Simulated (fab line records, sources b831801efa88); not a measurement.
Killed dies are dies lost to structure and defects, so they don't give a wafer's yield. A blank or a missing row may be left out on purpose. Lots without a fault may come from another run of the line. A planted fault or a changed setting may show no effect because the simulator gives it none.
Which tool did it? | flow sky130 | 24 lots, 72 wafers sampled, at 6 steps of a route of 708

WHAT THE GAUGES READ, wafer by wafer
SKY_VIA2_THK_MEAS_23: measures by xrf.
lot  | measured     | on            | VIA2_W_THK (nm)
L075 | day 36 07:07 | film_metro-03 | 419 420 411
L074 | day 36 07:50 | film_metro-04 | 417 415 420
L076 | day 36 17:05 | film_metro-03 | 422 419 422
L077 | day 36 21:19 | film_metro-01 | 421 428 421
L078 | day 37 02:47 | film_metro-03 | 414 419 421
L079 | day 37 14:50 | film_metro-03 | 413 411 416
L080 | day 37 21:57 | film_metro-04 | 423 429 424
L081 | day 38 19:40 | film_metro-04 | 424 419 425
L082 | day 39 00:29 | film_metro-03 | 413 416 419
L083 | day 39 00:52 | film_metro-03 | 427 420 423
L084 | day 39 10:09 | film_metro-01 | 427 416 431
L085 | day 39 13:13 | film_metro-03 | 425 418 426
L087 | day 40 15:32 | film_metro-01 | 422 425 420
L086 | day 40 17:08 | film_metro-04 | 431 427 423
L088 | day 40 19:29 | film_metro-01 | 435 424 432
L089 | day 41 05:55 | film_metro-04 | 416 425 416
L092 | day 41 08:17 | film_metro-03 | 417 420 418
L090 | day 41 10:30 | film_metro-04 | 418 425 423
L091 | day 41 12:02 | film_metro-03 | 423 419 426
L093 | day 41 15:39 | film_metro-01 | 423 423 418
L094 | day 41 21:38 | film_metro-03 | 423 419 424
L095 | day 42 05:35 | film_metro-01 | 425 424 434
L096 | day 42 14:32 | film_metro-01 | 425 420 422
L097 | day 42 21:02 | film_metro-03 | 421 411 418

SKY_CAPM_THK_MEAS_04: measures by xrf.
lot  | measured     | on            | CAPM_TIN_THK (nm)
L075 | day 36 07:57 | film_metro-03 | 195.2 195.5 195.1
L074 | day 36 08:40 | film_metro-04 | 195.4 194.5 195.6
L076 | day 36 17:55 | film_metro-02 | 193.1 190.6 192.3
L077 | day 36 22:08 | film_metro-03 | 194.0 194.0 195.6
L078 | day 37 03:37 | film_metro-03 | 197.4 196.4 195.5
L079 | day 37 15:40 | film_metro-03 | 194.6 193.4 195.9
L080 | day 37 22:47 | film_metro-04 | 195.9 194.6 195.6
L081 | day 38 20:29 | film_metro-04 | 196.0 194.9 196.2
L082 | day 39 01:18 | film_metro-03 | 191.2 191.7 190.2
L083 | day 39 01:54 | film_metro-04 | 191.9 192.2 191.3
L084 | day 39 10:59 | film_metro-03 | 194.7 195.7 193.5
L085 | day 39 14:16 | film_metro-03 | 195.3 196.7 196.0
L087 | day 40 16:22 | film_metro-02 | 194.5 194.5 196.2
L086 | day 40 17:58 | film_metro-02 | 193.9 192.2 194.7
L088 | day 40 20:19 | film_metro-02 | 192.7 191.0 193.3
L089 | day 41 06:44 | film_metro-02 | 190.8 189.9 192.4
L092 | day 41 09:07 | film_metro-04 | 196.7 195.5 197.1
L090 | day 41 11:20 | film_metro-04 | 195.8 199.3 198.5
L091 | day 41 12:51 | film_metro-04 | 196.0 195.5 195.4
L093 | day 41 16:29 | film_metro-02 | 198.8 196.6 196.2
L094 | day 41 22:28 | film_metro-02 | 192.0 189.6 192.9
L095 | day 42 06:25 | film_metro-04 | 195.8 194.7 195.6
L096 | day 42 15:22 | film_metro-04 | 196.4 196.7 198.8
L097 | day 42 21:52 | film_metro-03 | 197.9 196.6 197.4

SKY_VIA3_CD_MEAS_12: target cd 200 nm.
lot  | measured     | on        | cd_nm (nm)
L075 | day 39 13:10 | cd_sem-02 | 201.9 201.2 200.6
L074 | day 39 14:46 | cd_sem-01 | 202.1 200.2 200.2
L076 | day 39 22:55 | cd_sem-01 | 200.9 200.5 202.1
L077 | day 40 03:34 | cd_sem-02 | 199.5 198.2 198.1
L078 | day 40 09:52 | cd_sem-02 | 200.2 201.0 200.1
L079 | day 40 20:13 | cd_sem-01 | 198.9 199.3 198.5
L080 | day 41 02:04 | cd_sem-01 | 198.6 199.3 199.5
L081 | day 41 23:52 | cd_sem-02 | 199.7 200.0 199.3
L082 | day 42 02:26 | cd_sem-01 | 197.5 198.5 198.6
L083 | day 42 03:42 | cd_sem-01 | 199.8 201.5 201.4
L084 | day 42 12:40 | cd_sem-02 | 201.6 202.1 201.0
L085 | day 42 14:58 | cd_sem-01 | 201.9 201.7 202.6
L087 | day 43 15:11 | cd_sem-02 | 200.2 201.0 200.7
L086 | day 43 16:37 | cd_sem-02 | 202.1 200.7 201.1
L088 | day 43 18:53 | cd_sem-02 | 203.2 202.7 202.8
L089 | day 44 06:05 | cd_sem-02 | 198.4 199.8 198.9
L092 | day 44 08:14 | cd_sem-02 | 201.2 201.8 198.7
L090 | day 44 10:48 | cd_sem-02 | 198.9 199.4 199.1
L091 | day 44 11:51 | cd_sem-02 | 199.9 201.3 201.1
L093 | day 44 14:46 | cd_sem-02 | 200.1 199.7 199.8
L094 | day 44 19:25 | cd_sem-02 | 200.0 199.7 201.1
L095 | day 45 04:02 | cd_sem-02 | 201.1 201.7 201.1
L096 | day 45 11:46 | cd_sem-01 | 203.4 202.1 201.8
L097 | day 45 19:25 | cd_sem-01 | 200.1 200.2 201.5

SKY_CAP2M_THK_MEAS_01.
lot  | measured     | on            | CAP2M_CVD_00_THK (nm)
L075 | day 39 15:01 | film_metro-02 | 15.44 15.58 15.67
L074 | day 39 16:28 | film_metro-03 | 15.37 15.88 15.58
L076 | day 40 00:40 | film_metro-01 | 15.23 15.61 15.13
L077 | day 40 05:17 | film_metro-02 | 15.45 15.67 15.53
L078 | day 40 11:58 | film_metro-02 | 15.02 14.98 15.29
L079 | day 40 21:56 | film_metro-01 | 15.39 15.59 15.74
L080 | day 41 03:48 | film_metro-03 | 15.50 15.51 15.42
L081 | day 42 01:35 | film_metro-02 | 15.29 15.49 15.66
L082 | day 42 04:08 | film_metro-01 | 15.35 15.37 15.64
L083 | day 42 05:25 | film_metro-02 | 15.25 15.71 15.50
L084 | day 42 14:25 | film_metro-02 | 15.58 15.95 15.56
L085 | day 42 16:41 | film_metro-01 | 15.64 15.62 15.68
L087 | day 43 17:13 | film_metro-03 | 15.39 15.61 15.88
L086 | day 43 18:25 | film_metro-01 | 15.48 15.28 15.30
L088 | day 43 20:40 | film_metro-02 | 15.58 15.32 15.73
L089 | day 44 07:49 | film_metro-01 | 15.66 15.61 15.66
L092 | day 44 09:55 | film_metro-02 | 15.23 15.50 15.59
L090 | day 44 12:32 | film_metro-01 | 15.26 15.33 15.40
L091 | day 44 13:34 | film_metro-01 | 15.07 15.54 15.59
L093 | day 44 16:32 | film_metro-03 | 15.20 15.33 15.34
L094 | day 44 21:07 | film_metro-03 | 15.69 15.58 15.68
L095 | day 45 05:51 | film_metro-02 | 15.07 15.21 15.15
L096 | day 45 13:32 | film_metro-01 | 15.25 15.03 15.36
L097 | day 45 21:14 | film_metro-03 | 15.42 15.54 15.53

WHICH TOOL RAN EACH LOT (tool, then ch and the chambers of the sampled wafers, then the start)
lot  | SKY_VIA2_SPUTTER_20          | SKY_VIA3_SPUTTER_20
L075 | pvd_sputter-01, day 36 06:48 | pvd_sputter-03, day 39 14:02
L074 | pvd_sputter-03, day 36 07:32 | pvd_sputter-02, day 39 15:37
L076 | pvd_sputter-01, day 36 16:46 | pvd_sputter-03, day 39 23:48
L077 | pvd_sputter-04, day 36 20:58 | pvd_sputter-02, day 40 04:25
L078 | pvd_sputter-04, day 37 02:28 | pvd_sputter-03, day 40 11:08
L079 | pvd_sputter-04, day 37 14:31 | pvd_sputter-03, day 40 21:06
L080 | pvd_sputter-04, day 37 21:37 | pvd_sputter-02, day 41 02:56
L081 | pvd_sputter-04, day 38 19:22 | pvd_sputter-01, day 42 00:44
L082 | pvd_sputter-04, day 39 00:10 | pvd_sputter-03, day 42 03:17
L083 | pvd_sputter-04, day 39 00:33 | pvd_sputter-03, day 42 04:34
L084 | pvd_sputter-03, day 39 09:50 | pvd_sputter-02, day 42 13:34
L085 | pvd_sputter-03, day 39 12:53 | pvd_sputter-03, day 42 15:50
L087 | pvd_sputter-03, day 40 15:13 | pvd_sputter-03, day 43 16:22
L086 | pvd_sputter-03, day 40 16:50 | pvd_sputter-03, day 43 17:34
L088 | pvd_sputter-01, day 40 19:10 | pvd_sputter-02, day 43 19:49
L089 | pvd_sputter-04, day 41 05:36 | pvd_sputter-03, day 44 06:58
L092 | pvd_sputter-03, day 41 07:58 | pvd_sputter-01, day 44 09:04
L090 | pvd_sputter-04, day 41 10:11 | pvd_sputter-02, day 44 11:40
L091 | pvd_sputter-03, day 41 11:43 | pvd_sputter-01, day 44 12:43
L093 | pvd_sputter-01, day 41 15:20 | pvd_sputter-02, day 44 15:41
L094 | pvd_sputter-04, day 41 21:19 | pvd_sputter-03, day 44 20:16
L095 | pvd_sputter-01, day 42 05:16 | pvd_sputter-01, day 45 04:53
L096 | pvd_sputter-01, day 42 14:14 | pvd_sputter-01, day 45 12:42
L097 | pvd_sputter-01, day 42 20:43 | pvd_sputter-03, day 45 20:23
- SKY_VIA2_SPUTTER_20: material TiN, target thk 20 nm, time 80 s.
- SKY_VIA3_SPUTTER_20: material TiN, target thk 20 nm, time 80 s.

WHAT THE TOOLS THEMSELVES READ (means of the sampled wafers that have a number; where no wafer has one, the mark that the record gives instead)
SKY_VIA2_SPUTTER_20.
lot  | tool           | throttle_valve_pct (%)
L075 | pvd_sputter-01 | 32.5
L074 | pvd_sputter-03 | 30.0
L076 | pvd_sputter-01 | 30.4
L077 | pvd_sputter-04 | 31.6
L078 | pvd_sputter-04 | 31.5
L079 | pvd_sputter-04 | 30.7
L080 | pvd_sputter-04 | 30.1
L081 | pvd_sputter-04 | 30.8
L082 | pvd_sputter-04 | 30.7
L083 | pvd_sputter-04 | 31.4
L084 | pvd_sputter-03 | 30.8
L085 | pvd_sputter-03 | 29.0
L087 | pvd_sputter-03 | 28.8
L086 | pvd_sputter-03 | 30.5
L088 | pvd_sputter-01 | 31.0
L089 | pvd_sputter-04 | 30.8
L092 | pvd_sputter-03 | 29.9
L090 | pvd_sputter-04 | 31.1
L091 | pvd_sputter-03 | 30.2
L093 | pvd_sputter-01 | 31.7
L094 | pvd_sputter-04 | 30.5
L095 | pvd_sputter-01 | 31.8
L096 | pvd_sputter-01 | 30.9
L097 | pvd_sputter-01 | 31.1

SKY_VIA3_SPUTTER_20.
lot  | tool           | throttle_valve_pct (%)
L075 | pvd_sputter-03 | 29.1
L074 | pvd_sputter-02 | 29.6
L076 | pvd_sputter-03 | 30.1
L077 | pvd_sputter-02 | 30.2
L078 | pvd_sputter-03 | 30.7
L079 | pvd_sputter-03 | 30.1
L080 | pvd_sputter-02 | 29.2
L081 | pvd_sputter-01 | 31.9
L082 | pvd_sputter-03 | 29.7
L083 | pvd_sputter-03 | 29.6
L084 | pvd_sputter-02 | 30.1
L085 | pvd_sputter-03 | 29.1
L087 | pvd_sputter-03 | 29.0
L086 | pvd_sputter-03 | 28.3
L088 | pvd_sputter-02 | 30.2
L089 | pvd_sputter-03 | 30.5
L092 | pvd_sputter-01 | 32.5
L090 | pvd_sputter-02 | 29.7
L091 | pvd_sputter-01 | 30.5
L093 | pvd_sputter-02 | 29.8
L094 | pvd_sputter-03 | 30.4
L095 | pvd_sputter-01 | 31.3
L096 | pvd_sputter-01 | 31.7
L097 | pvd_sputter-03 | 31.5

THE ANSWER, worked out from the rows above alone
Rule: what is usual is taken from the lots themselves. Put in order of their means at a reading, lots are off if they are a third of the lots or fewer, leave a main group of 4 or more, and stand apart from it by a gap of 3 or more times the standard deviation of the main group's means; of several such gaps the widest counts. A main group whose means are all the same, to the digits that the tables above print for the reading, isn't used. A lot without any number at a reading at which 4 lots or more have one is off too. The other lots that the step has rows for count as sound. The gauges are gone through in route order, then the tools' own readings, and for those a lot's mean is taken as printed above. The first step at which some lot is off is used, and at that step the reading that is off furthest; a lot without a number counts as furthest.
No lot is off at any reading shown: from this, nothing can be told.

WHAT THE SIMULATOR HAD PUT IN
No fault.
